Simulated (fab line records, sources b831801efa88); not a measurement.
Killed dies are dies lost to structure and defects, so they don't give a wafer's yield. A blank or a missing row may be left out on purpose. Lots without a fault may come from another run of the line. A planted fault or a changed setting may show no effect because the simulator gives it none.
Which tool did it? | flow sky130 | 12 lots, 36 wafers sampled, at 6 steps of a route of 708

WHAT THE GAUGES READ, wafer by wafer
SKY_LDD_P_CD_MEAS_07: target cd 380 nm. Usual: cd_nm 379.3 nm, standard deviation 2.6.
lot  | measured     | on        | cd_nm (nm)        | flag
L464 | day 19 11:44 | cd_sem-02 | 380.1 379.1 380.3 |
L465 | day 19 23:15 | cd_sem-01 | 380.7 381.1 379.5 |
L466 | day 20 09:16 | cd_sem-01 | 377.7 378.5 380.1 |
L469 | day 21 07:45 | cd_sem-02 | 382.8 379.6 378.9 |
L470 | day 22 04:49 | cd_sem-01 | 378.2 377.7 379.7 |
L478 | day 24 17:10 | cd_sem-02 | 384.4 382.6 383.7 |
L479 | day 25 04:21 | cd_sem-01 | 373.8 374.7 373.8 |
L480 | day 25 11:55 | cd_sem-01 | 378.3 378.6 375.8 |
L481 | day 26 07:29 | cd_sem-01 | 378.6 379.6 379.2 |
L482 | day 26 07:49 | cd_sem-02 | 379.8 378.7 379.9 |
L483 | day 26 16:20 | cd_sem-02 | 376.6 376.0 375.0 |
L485 | day 27 00:42 | cd_sem-01 | 379.8 384.1 383.7 |

SKY_SD_N_RS_MEAS_16: measures by four-point-probe. Usual: SD_N_RS 68.59 ohm/sq, standard deviation 0.1.
lot  | measured     | on            | SD_N_RS (ohm/sq)  | flag
L464 | day 28 10:01 | film_metro-01 | 68.59 68.42 68.51 |
L465 | day 28 20:55 | film_metro-04 | 68.58 68.43 68.54 |
L466 | day 29 03:19 | film_metro-01 | 68.51 68.56 68.35 |
L469 | day 30 03:22 | film_metro-02 | 72.01 72.05 71.81 | OFF
L470 | day 30 21:49 | film_metro-02 | 72.20 72.14 72.17 | OFF
L478 | day 33 05:12 | film_metro-04 | 68.60 68.67 68.51 |
L479 | day 33 16:35 | film_metro-04 | 68.80 68.71 68.50 |
L480 | day 34 00:07 | film_metro-01 | 68.60 68.53 68.51 |
L481 | day 34 17:34 | film_metro-01 | 68.61 68.60 68.63 |
L482 | day 34 19:56 | film_metro-01 | 68.49 68.42 68.58 |
L483 | day 35 01:26 | film_metro-02 | 68.60 68.65 68.79 |
L485 | day 35 08:25 | film_metro-04 | 68.59 68.62 68.61 |

SKY_LI_CONTACT_THK_MEAS_01. Usual: LI_CONTACT_HDPCVD_THK 926 nm, standard deviation 11.
lot  | measured     | on            | LI_CONTACT_HDPCVD_THK (nm) | flag
L464 | day 28 10:29 | film_metro-02 | 901 911 904                |
L465 | day 28 21:23 | film_metro-02 | 904 919 916                |
L466 | day 29 03:47 | film_metro-01 | 938 928 926                |
L469 | day 30 03:50 | film_metro-04 | 930 942 937                |
L470 | day 30 22:17 | film_metro-02 | 935 939 934                |
L478 | day 33 05:41 | film_metro-01 | 938 932 938                |
L479 | day 33 17:04 | film_metro-01 | 941 924 936                |
L480 | day 34 00:35 | film_metro-01 | 928 913 927                |
L481 | day 34 18:03 | film_metro-04 | 927 913 926                |
L482 | day 34 20:24 | film_metro-04 | 928 921 930                |
L483 | day 35 01:55 | film_metro-02 | 938 931 916                |
L485 | day 35 08:53 | film_metro-01 | 925 922 918                |

SKY_LI_CONTACT_THK_MEAS_23: measures by xrf. Usual: LI_CONTACT_W_THK 395 nm, standard deviation 6.2.
lot  | measured     | on            | LI_CONTACT_W_THK (nm) | flag
L464 | day 29 15:38 | film_metro-01 | 390 387 397           |
L465 | day 30 03:41 | film_metro-01 | 392 398 395           |
L466 | day 30 09:34 | film_metro-01 | 401 395 397           |
L469 | day 31 09:52 | film_metro-02 | 393 395 392           |
L470 | day 32 03:13 | film_metro-04 | 393 390 392           |
L478 | day 34 10:43 | film_metro-04 | 402 391 407           |
L479 | day 34 21:47 | film_metro-04 | 389 389 391           |
L480 | day 35 06:07 | film_metro-02 | 392 390 387           |
L481 | day 35 23:33 | film_metro-02 | 394 394 395           |
L482 | day 36 01:28 | film_metro-04 | 395 398 397           |
L483 | day 36 06:21 | film_metro-01 | 408 401 397           |
L485 | day 36 13:13 | film_metro-01 | 396 394 397           |

WHICH TOOL RAN EACH LOT (tool, then ch and the chambers of the sampled wafers, then the start)
lot  | SKY_SD_N_IMPLANT_09             | SKY_SD_N_STRIP_11
L464 | implanter-04 ch 0, day 28 09:19 | plasma_asher-04 ch 0,1, day 28 09:37
L465 | implanter-02 ch 0, day 28 20:14 | plasma_asher-03 ch 0,1, day 28 20:30
L466 | implanter-03 ch 0, day 29 02:37 | plasma_asher-04 ch 0,1, day 29 02:55
L469 | implanter-03 ch 0, day 30 02:41 | plasma_asher-03 ch 0,1, day 30 02:58
L470 | implanter-03 ch 0, day 30 21:07 | plasma_asher-03 ch 0,1, day 30 21:25
L478 | implanter-03 ch 0, day 33 04:31 | plasma_asher-03 ch 0,1, day 33 04:49
L479 | implanter-03 ch 0, day 33 15:55 | plasma_asher-04 ch 0,1, day 33 16:11
L480 | implanter-04 ch 0, day 33 23:26 | plasma_asher-03 ch 0,1, day 33 23:43
L481 | implanter-02 ch 0, day 34 16:53 | plasma_asher-01 ch 0,1, day 34 17:11
L482 | implanter-02 ch 0, day 34 19:16 | plasma_asher-03 ch 0,1, day 34 19:33
L483 | implanter-03 ch 0, day 35 00:44 | plasma_asher-01 ch 0,1, day 35 01:02
L485 | implanter-03 ch 0, day 35 07:44 | plasma_asher-01 ch 0,1, day 35 08:01
- SKY_SD_N_IMPLANT_09
- SKY_SD_N_STRIP_11: strips in O2/N2.

WHAT THE TOOLS THEMSELVES READ (means of the sampled wafers that have a number; where no wafer has one, the mark that the record gives instead)
SKY_SD_N_IMPLANT_09. Usual: beam_energy_keV 50.001, standard deviation 0.016.
lot  | tool         | beam_energy_keV | flag
L464 | implanter-04 | 50.020          |
L465 | implanter-02 | 50.013          |
L466 | implanter-03 | 50.016          |
L469 | implanter-03 | 45.356          | OFF
L470 | implanter-03 | 45.368          | OFF
L478 | implanter-03 | 50.004          |
L479 | implanter-03 | 49.995          |
L480 | implanter-04 | 50.001          |
L481 | implanter-02 | 50.005          |
L482 | implanter-02 | 49.985          |
L483 | implanter-03 | 49.987          |
L485 | implanter-03 | 49.999          |

SKY_SD_N_STRIP_11. Usual: drypump_motor_current_A 5.9 A, standard deviation 0.42; o2_flow_sccm 2999 sccm, standard deviation 9.5; oes_product_au 0.527 a.u., standard deviation 0.0045; strip_time_to_endpoint_s 22.53 s, standard deviation 0.052.
lot  | tool            | drypump_motor_current_A (A) | o2_flow_sccm (sccm) | oes_product_au (a.u.) | strip_time_to_endpoint_s (s) | flag
L464 | plasma_asher-04 | 5.5                         | 3001                | 0.528                 | 22.52                        |
L465 | plasma_asher-03 | 5.6                         | 2994                | 0.524                 | 22.60                        |
L466 | plasma_asher-04 | 5.8                         | 2994                | 0.525                 | 22.59                        |
L469 | plasma_asher-03 | 5.7                         | 2999                | 0.535                 | 21.83                        | OFF
L470 | plasma_asher-03 | 5.8                         | 3003                | 0.541                 | 21.87                        | OFF
L478 | plasma_asher-03 | 5.8                         | 3000                | 0.527                 | 22.58                        |
L479 | plasma_asher-04 | 5.4                         | 2999                | 0.528                 | 22.54                        |
L480 | plasma_asher-03 | 5.6                         | 2992                | 0.530                 | 22.59                        |
L481 | plasma_asher-01 | 6.4                         | 3005                | 0.534                 | 22.59                        |
L482 | plasma_asher-03 | 5.8                         | 2996                | 0.531                 | 22.48                        |
L483 | plasma_asher-01 | 6.4                         | 2998                | 0.529                 | 22.52                        |
L485 | plasma_asher-01 | 6.4                         | 3007                | 0.527                 | 22.55                        |

THE ANSWER, worked out from the rows above alone
Rule: a lot is off if the mean of its wafers that have a number lies more than 3 standard deviations from the usual mean. A lot without any number at a reading at which 4 lots or more have one is off too. The other lots that the step has rows for count as sound. The gauges are gone through in route order, then the tools' own readings, and for those a lot's mean is taken as printed above. The first step at which some lot is off is used, and at that step the reading that is off furthest; a lot without a number counts as furthest.
Off: L469, L470, at SKY_SD_N_RS_MEAS_16 (SD_N_RS).
A tool fits if, at a process step before that reading, it ran every lot that is off, and no sound lot after the first of them. The gauges at SKY_SD_N_RS_MEAS_16 aren't tried: what is off there is off at SKY_SD_N_IMPLANT_09 too, on other tools, and a gauge's error can't cause that. None of those tried fits.

WHAT THE SIMULATOR HAD PUT IN
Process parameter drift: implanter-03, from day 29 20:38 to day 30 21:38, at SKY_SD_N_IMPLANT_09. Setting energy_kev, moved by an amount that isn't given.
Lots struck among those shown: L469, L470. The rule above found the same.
